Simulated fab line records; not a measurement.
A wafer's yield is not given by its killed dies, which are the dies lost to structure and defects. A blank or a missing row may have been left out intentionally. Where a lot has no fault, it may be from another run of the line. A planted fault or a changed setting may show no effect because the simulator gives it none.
Matching of chambers || flow gf180mcu || GF_V3_CMP_04 on cmp-01 has 4 sister chambers
The step polishes SiO2. 8 wafers are shown with their chamber, then 9 later ones without.

## EACH WAFER AND ITS CHAMBER
{"wafer": "L112.1", "chamber": 0, "motorCurrentA (A)": 11.2, "timeToEndpointS (s)": 77}
{"wafer": "L112.6", "chamber": 0, "motorCurrentA (A)": 11.4, "timeToEndpointS (s)": 77}
{"wafer": "L118.2", "chamber": 2, "motorCurrentA (A)": 12.3, "timeToEndpointS (s)": 87}
{"wafer": "L119.5", "chamber": 3, "motorCurrentA (A)": 10.0, "timeToEndpointS (s)": 83}
{"wafer": "L121.2", "chamber": 2, "motorCurrentA (A)": 12.6, "timeToEndpointS (s)": 78}
{"wafer": "L123.1", "chamber": 3, "motorCurrentA (A)": 10.5, "timeToEndpointS (s)": 79}
{"wafer": "L123.3", "chamber": 1, "motorCurrentA (A)": 12.0, "timeToEndpointS (s)": 79}
{"wafer": "L123.5", "chamber": 1, "motorCurrentA (A)": 12.0, "timeToEndpointS (s)": 82}

## WAFERS WHOSE CHAMBER IS MISSING
{"wafer": "L124.1", "motorCurrentA (A)": 11.5, "timeToEndpointS (s)": 70}
{"wafer": "L124.2", "motorCurrentA (A)": 12.7, "timeToEndpointS (s)": 81}
{"wafer": "L124.5", "motorCurrentA (A)": 11.3, "timeToEndpointS (s)": 83}
{"wafer": "L126.1", "motorCurrentA (A)": 11.6, "timeToEndpointS (s)": 77}
{"wafer": "L126.4", "motorCurrentA (A)": 12.2, "timeToEndpointS (s)": 86}
{"wafer": "L126.5", "motorCurrentA (A)": 11.8, "timeToEndpointS (s)": 87}
{"wafer": "L127.1", "motorCurrentA (A)": 12.6, "timeToEndpointS (s)": 81}
{"wafer": "L127.2", "motorCurrentA (A)": 12.2, "timeToEndpointS (s)": 81}
{"wafer": "L127.3", "motorCurrentA (A)": 11.6, "timeToEndpointS (s)": 80}

## THE CHAMBER EACH PASSED THROUGH
{"wafer": "L124.1", "from the rows above": "can't be placed: 0 or 1", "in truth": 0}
{"wafer": "L124.2", "from the rows above": "can't be placed: 2 or 1", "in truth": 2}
{"wafer": "L124.5", "from the rows above": "can't be placed: 0 or 1", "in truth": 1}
{"wafer": "L126.1", "from the rows above": "can't be placed: 0 or 1", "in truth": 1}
{"wafer": "L126.4", "from the rows above": "can't be placed: 2 or 1", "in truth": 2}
{"wafer": "L126.5", "from the rows above": "can't be placed: 1 or 2 or 0", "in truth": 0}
{"wafer": "L127.1", "from the rows above": "can't be placed: 2 or 1", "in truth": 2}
{"wafer": "L127.2", "from the rows above": "can't be placed: 1 or 2", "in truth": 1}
{"wafer": "L127.3", "from the rows above": "can't be placed: 0 or 1", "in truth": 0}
Correctly placed: 0 of 9. Can't be placed from these rows: 9 (the true chamber is among the candidates in 9). 0 placed wrongly.
How it was worked out, from the rows above alone: a wafer's distance from a chamber is the root of the sum, over the readings, of the square of ((its reading less the chamber's mean) divided by the reading's scatter). If the next closest chamber is less than 2 further off than the closest, the wafer can't be placed; otherwise it belongs to the closest. A chamber's mean is the mean of its shown wafers. The scatter: the root of (the sum of the squares of (reading less its chamber's mean) over the shown wafers, divided by (wafers less chambers)).
